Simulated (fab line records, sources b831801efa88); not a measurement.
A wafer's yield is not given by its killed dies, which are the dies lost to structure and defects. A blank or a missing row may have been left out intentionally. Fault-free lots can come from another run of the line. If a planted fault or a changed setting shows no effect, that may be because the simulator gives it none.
Which of the tools did it? / flow sky130 / Sampling: 12 lots, 36 wafers, 5 of 708 route steps

WHAT EACH GAUGE READ, for each wafer
SKY_DNWELL_TW_MEAS_09.
lot=L681; measured=day 3 02:23; on=film-metro-02; DNWELL_TW=1104 1103 1104
lot=L682; measured=day 3 13:03; on=film-metro-03; DNWELL_TW=1090 1086 1088
lot=L684; measured=day 3 19:50; on=film-metro-04; DNWELL_TW=1109 1110 1112
lot=L685; measured=day 4 01:46; on=film-metro-02; DNWELL_TW=1105 1107 1104
lot=L686; measured=day 4 09:26; on=film-metro-02; DNWELL_TW=1109 1107 1101
lot=L688; measured=day 4 17:20; on=film-metro-02; DNWELL_TW=1106 1118 1105
lot=L689; measured=day 4 22:37; on=film-metro-04; DNWELL_TW=1117 1116 1116
lot=L690; measured=day 5 01:13; on=film-metro-04; DNWELL_TW=1118 1117 1114
lot=L693; measured=day 5 17:53; on=film-metro-04; DNWELL_TW=1112 1107 1107
lot=L702; measured=day 7 20:07; on=film-metro-02; DNWELL_TW=1093 1098 1096
lot=L703; measured=day 8 05:31; on=film-metro-03; DNWELL_TW=1087 1089 1086
lot=L704; measured=day 8 11:37; on=film-metro-03; DNWELL_TW=1091 1096 1090

SKY_NWELL_OVL_MEAS_10.
lot=L681; measured=day 4 10:35; on=overlay-01; NWELL_00_OVL (nm)=-0.4 -0.4 -0.7
lot=L682; measured=day 4 22:20; on=overlay-01; NWELL_00_OVL (nm)=0.4 0.8 1.5
lot=L684; measured=day 5 05:02; on=overlay-01; NWELL_00_OVL (nm)=0.1 -2.1 -1.8
lot=L685; measured=day 5 11:32; on=overlay-01; NWELL_00_OVL (nm)=-3.5 -1.0 -1.8
lot=L686; measured=day 5 19:55; on=overlay-01; NWELL_00_OVL (nm)=-0.1 -2.6 -1.6
lot=L688; measured=day 6 05:25; on=overlay-01; NWELL_00_OVL (nm)=-1.0 0.9 1.1
lot=L689; measured=day 6 11:10; on=overlay-01; NWELL_00_OVL (nm)=-1.3 -2.2 -3.8
lot=L690; measured=day 6 13:34; on=overlay-02; NWELL_00_OVL (nm)=-2.0 -1.1 -2.0
lot=L693; measured=day 7 07:50; on=overlay-01; NWELL_00_OVL (nm)=-2.0 -3.4 -2.3
lot=L702; measured=day 9 13:46; on=overlay-02; NWELL_00_OVL (nm)=-2.4 -2.0 -4.4
lot=L703; measured=day 10 00:49; on=overlay-02; NWELL_00_OVL (nm)=-2.1 -3.2 -3.0
lot=L704; measured=day 10 08:22; on=overlay-02; NWELL_00_OVL (nm)=-1.8 -0.8 -1.0

SKY_SONOS_ONO_THK_MEAS_03.
lot=L681; measured=day 11 09:51; on=film-metro-01; SONOS_ONO_CVD_02_THK (nm)=10.48 10.72 10.57
lot=L682; measured=day 12 00:40; on=film-metro-04; SONOS_ONO_CVD_02_THK (nm)=10.44 10.56 10.51
lot=L684; measured=day 12 12:40; on=film-metro-03; SONOS_ONO_CVD_02_THK (nm)=10.39 10.42 10.61
lot=L685; measured=day 12 18:16; on=film-metro-03; SONOS_ONO_CVD_02_THK (nm)=10.45 10.41 10.45
lot=L686; measured=day 13 07:53; on=film-metro-01; SONOS_ONO_CVD_02_THK (nm)=10.36 10.38 10.40
lot=L688; measured=day 13 22:11; on=film-metro-01; SONOS_ONO_CVD_02_THK (nm)=10.34 10.27 10.43
lot=L689; measured=day 14 07:52; on=film-metro-03; SONOS_ONO_CVD_02_THK (nm)=10.66 10.73 10.58
lot=L690; measured=day 14 07:53; on=film-metro-04; SONOS_ONO_CVD_02_THK (nm)=10.44 10.44 10.47
lot=L693; measured=day 15 12:04; on=film-metro-01; SONOS_ONO_CVD_02_THK (nm)=15.88 16.03 15.74
lot=L702; measured=day 18 11:55; on=film-metro-03; SONOS_ONO_CVD_02_THK (nm)=10.56 10.55 10.53
lot=L703; measured=day 18 23:49; on=film-metro-01; SONOS_ONO_CVD_02_THK (nm)=10.52 10.68 10.52
lot=L704; measured=day 19 09:10; on=film-metro-04; SONOS_ONO_CVD_02_THK (nm)=10.38 10.41 10.32

SKY_SONOS_ONO_OVL_MEAS_14.
lot=L681; measured=day 12 10:53; on=overlay-01; SONOS_ONO_OVL (nm)=1.2 1.6 0.2
lot=L682; measured=day 13 03:06; on=overlay-02; SONOS_ONO_OVL (nm)=0.5 0.0 0.6
lot=L684; measured=day 13 15:47; on=overlay-01; SONOS_ONO_OVL (nm)=2.6 0.1 0.5
lot=L685; measured=day 13 20:44; on=overlay-01; SONOS_ONO_OVL (nm)=1.5 2.0 2.2
lot=L686; measured=day 14 11:38; on=overlay-02; SONOS_ONO_OVL (nm)=0.5 0.6 -0.2
lot=L688; measured=day 15 00:54; on=overlay-02; SONOS_ONO_OVL (nm)=2.1 -1.5 0.5
lot=L689; measured=day 15 11:20; on=overlay-01; SONOS_ONO_OVL (nm)=2.1 3.4 1.6
lot=L690; measured=day 15 11:02; on=overlay-02; SONOS_ONO_OVL (nm)=1.7 1.4 2.8
lot=L693; measured=day 16 17:50; on=overlay-02; SONOS_ONO_OVL (nm)=-1.9 -0.7 0.6
lot=L702; measured=day 19 21:02; on=overlay-02; SONOS_ONO_OVL (nm)=0.7 -0.4 -0.1
lot=L703; measured=day 20 08:38; on=overlay-02; SONOS_ONO_OVL (nm)=1.0 1.5 1.3
lot=L704; measured=day 20 18:11; on=overlay-02; SONOS_ONO_OVL (nm)=0.5 1.3 1.1

EACH LOT AND THE TOOL THAT RAN IT (in order: tool; ch and the chambers of the sampled wafers; start)
lot=L681; SKY_SONOS_ONO_CVD_02=lpcvd-02 ch 0, day 11 08:47
lot=L682; SKY_SONOS_ONO_CVD_02=lpcvd-02 ch 0, day 11 23:35
lot=L684; SKY_SONOS_ONO_CVD_02=lpcvd-02 ch 0, day 12 11:35
lot=L685; SKY_SONOS_ONO_CVD_02=lpcvd-02 ch 1, day 12 17:13
lot=L686; SKY_SONOS_ONO_CVD_02=lpcvd-02 ch 0, day 13 06:50
lot=L688; SKY_SONOS_ONO_CVD_02=lpcvd-02 ch 0, day 13 21:08
lot=L689; SKY_SONOS_ONO_CVD_02=lpcvd-02 ch 0, day 14 06:49
lot=L690; SKY_SONOS_ONO_CVD_02=lpcvd-02 ch 0, day 14 06:49
lot=L693; SKY_SONOS_ONO_CVD_02=lpcvd-02 ch 0, day 15 10:29
lot=L702; SKY_SONOS_ONO_CVD_02=lpcvd-02 ch 0, day 18 10:51
lot=L703; SKY_SONOS_ONO_CVD_02=lpcvd-02 ch 0, day 18 22:45
lot=L704; SKY_SONOS_ONO_CVD_02=lpcvd-02 ch 1, day 19 08:07
- SKY_SONOS_ONO_CVD_02: deposits Si3N4 from DCS/NH3, target thk 10.5 nm, time 180 s.

AS READ BY THE TOOLS THEMSELVES (means over the sampled wafers that have a number; for cases with no such wafer, the mark the record gives instead)
SKY_SONOS_ONO_CVD_02.
lot=L681; tool=lpcvd-02; pressure-mtorr (mTorr)=250.5; spike-tc-bottom-C (C)=788.6; spike-tc-centre-C (C)=770.7; spike-tc-lower-C (C)=770.5; spike-tc-top-C (C)=785.5; spike-tc-upper-C (C)=769.6; susceptor-temp-C (C)=770.4; zone-power-bottom-pct (%)=19.93; zone-power-top-pct (%)=22.94; zone-power-upper-pct (%)=12.95
lot=L682; tool=lpcvd-02; pressure-mtorr (mTorr)=250.4; spike-tc-bottom-C (C)=788.6; spike-tc-centre-C (C)=770.9; spike-tc-lower-C (C)=770.2; spike-tc-top-C (C)=782.6; spike-tc-upper-C (C)=769.1; susceptor-temp-C (C)=770.0; zone-power-bottom-pct (%)=19.65; zone-power-top-pct (%)=23.18; zone-power-upper-pct (%)=13.20
lot=L684; tool=lpcvd-02; pressure-mtorr (mTorr)=249.7; spike-tc-bottom-C (C)=788.3; spike-tc-centre-C (C)=771.7; spike-tc-lower-C (C)=769.7; spike-tc-top-C (C)=783.7; spike-tc-upper-C (C)=771.0; susceptor-temp-C (C)=770.1; zone-power-bottom-pct (%)=20.05; zone-power-top-pct (%)=22.90; zone-power-upper-pct (%)=13.13
lot=L685; tool=lpcvd-02; pressure-mtorr (mTorr)=249.4; spike-tc-bottom-C (C)=787.1; spike-tc-centre-C (C)=770.5; spike-tc-lower-C (C)=768.7; spike-tc-top-C (C)=780.6; spike-tc-upper-C (C)=769.2; susceptor-temp-C (C)=770.2; zone-power-bottom-pct (%)=19.38; zone-power-top-pct (%)=23.06; zone-power-upper-pct (%)=13.10
lot=L686; tool=lpcvd-02; pressure-mtorr (mTorr)=249.8; spike-tc-bottom-C (C)=788.5; spike-tc-centre-C (C)=770.2; spike-tc-lower-C (C)=770.6; spike-tc-top-C (C)=784.6; spike-tc-upper-C (C)=769.9; susceptor-temp-C (C)=769.9; zone-power-bottom-pct (%)=19.90; zone-power-top-pct (%)=23.10; zone-power-upper-pct (%)=13.08
lot=L688; tool=lpcvd-02; pressure-mtorr (mTorr)=249.7; spike-tc-bottom-C (C)=789.0; spike-tc-centre-C (C)=771.7; spike-tc-lower-C (C)=770.9; spike-tc-top-C (C)=783.3; spike-tc-upper-C (C)=768.5; susceptor-temp-C (C)=770.2; zone-power-bottom-pct (%)=19.90; zone-power-top-pct (%)=22.89; zone-power-upper-pct (%)=13.14
lot=L689; tool=lpcvd-02; pressure-mtorr (mTorr)=249.8; spike-tc-bottom-C (C)=789.5; spike-tc-centre-C (C)=770.7; spike-tc-lower-C (C)=770.7; spike-tc-top-C (C)=784.8; spike-tc-upper-C (C)=770.4; susceptor-temp-C (C)=769.6; zone-power-bottom-pct (%)=19.89; zone-power-top-pct (%)=23.10; zone-power-upper-pct (%)=13.17
lot=L690; tool=lpcvd-02; pressure-mtorr (mTorr)=250.2; spike-tc-bottom-C (C)=789.4; spike-tc-centre-C (C)=770.1; spike-tc-lower-C (C)=770.5; spike-tc-top-C (C)=783.7; spike-tc-upper-C (C)=771.1; susceptor-temp-C (C)=769.9; zone-power-bottom-pct (%)=19.70; zone-power-top-pct (%)=23.07; zone-power-upper-pct (%)=13.16
lot=L693; tool=lpcvd-02; pressure-mtorr (mTorr)=250.0; spike-tc-bottom-C (C)=810.4; spike-tc-centre-C (C)=792.6; spike-tc-lower-C (C)=792.4; spike-tc-top-C (C)=806.1; spike-tc-upper-C (C)=791.5; susceptor-temp-C (C)=791.6; zone-power-bottom-pct (%)=21.00; zone-power-top-pct (%)=24.07; zone-power-upper-pct (%)=13.81
lot=L702; tool=lpcvd-02; pressure-mtorr (mTorr)=250.0; spike-tc-bottom-C (C)=789.3; spike-tc-centre-C (C)=771.2; spike-tc-lower-C (C)=771.2; spike-tc-top-C (C)=784.8; spike-tc-upper-C (C)=769.7; susceptor-temp-C (C)=769.8; zone-power-bottom-pct (%)=19.78; zone-power-top-pct (%)=23.06; zone-power-upper-pct (%)=13.09
lot=L703; tool=lpcvd-02; pressure-mtorr (mTorr)=249.7; spike-tc-bottom-C (C)=788.7; spike-tc-centre-C (C)=771.8; spike-tc-lower-C (C)=769.7; spike-tc-top-C (C)=784.6; spike-tc-upper-C (C)=770.5; susceptor-temp-C (C)=770.3; zone-power-bottom-pct (%)=19.94; zone-power-top-pct (%)=23.25; zone-power-upper-pct (%)=13.04
lot=L704; tool=lpcvd-02; pressure-mtorr (mTorr)=249.7; spike-tc-bottom-C (C)=786.2; spike-tc-centre-C (C)=770.1; spike-tc-lower-C (C)=769.0; spike-tc-top-C (C)=780.0; spike-tc-upper-C (C)=770.1; susceptor-temp-C (C)=770.1; zone-power-bottom-pct (%)=19.39; zone-power-top-pct (%)=22.87; zone-power-upper-pct (%)=12.90

THE ANSWER, worked out from the rows above alone
Rule: the usual values come from the lots themselves. Put in order of their means at a reading, lots are off if they are a third of the lots or fewer, leave a main group of 4 or more, and stand apart from it by a gap of 3 or more times the standard deviation of the main group's means; of several such gaps the widest counts. A main group whose means are all the same, to the digits that the tables above print for the reading, isn't used. A lot without any number at a reading at which 4 lots or more have one is off too. Where the step has rows for the other lots, those lots are counted as sound. First the gauges in route order, then the tools' own readings, where a lot's mean is used as printed above. The first step at which some lot is off is used, and at that step the reading that is off furthest; a lot without a number counts as furthest.
Off: L693, at SKY_SONOS_ONO_THK_MEAS_03 (SONOS_ONO_CVD_02_THK). The main group: mean 10.48 nm, standard deviation 0.095.
A tool fits if, at a process step before that reading, it ran every lot that is off, and no sound lot after the first of them. Not tried: the gauges at SKY_SONOS_ONO_THK_MEAS_03; whatever is off there is also off at SKY_SONOS_ONO_CVD_02, on other tools, and gauge error can't account for it. No candidate that was tried fits.

WHAT THE SIMULATOR HAD PUT IN
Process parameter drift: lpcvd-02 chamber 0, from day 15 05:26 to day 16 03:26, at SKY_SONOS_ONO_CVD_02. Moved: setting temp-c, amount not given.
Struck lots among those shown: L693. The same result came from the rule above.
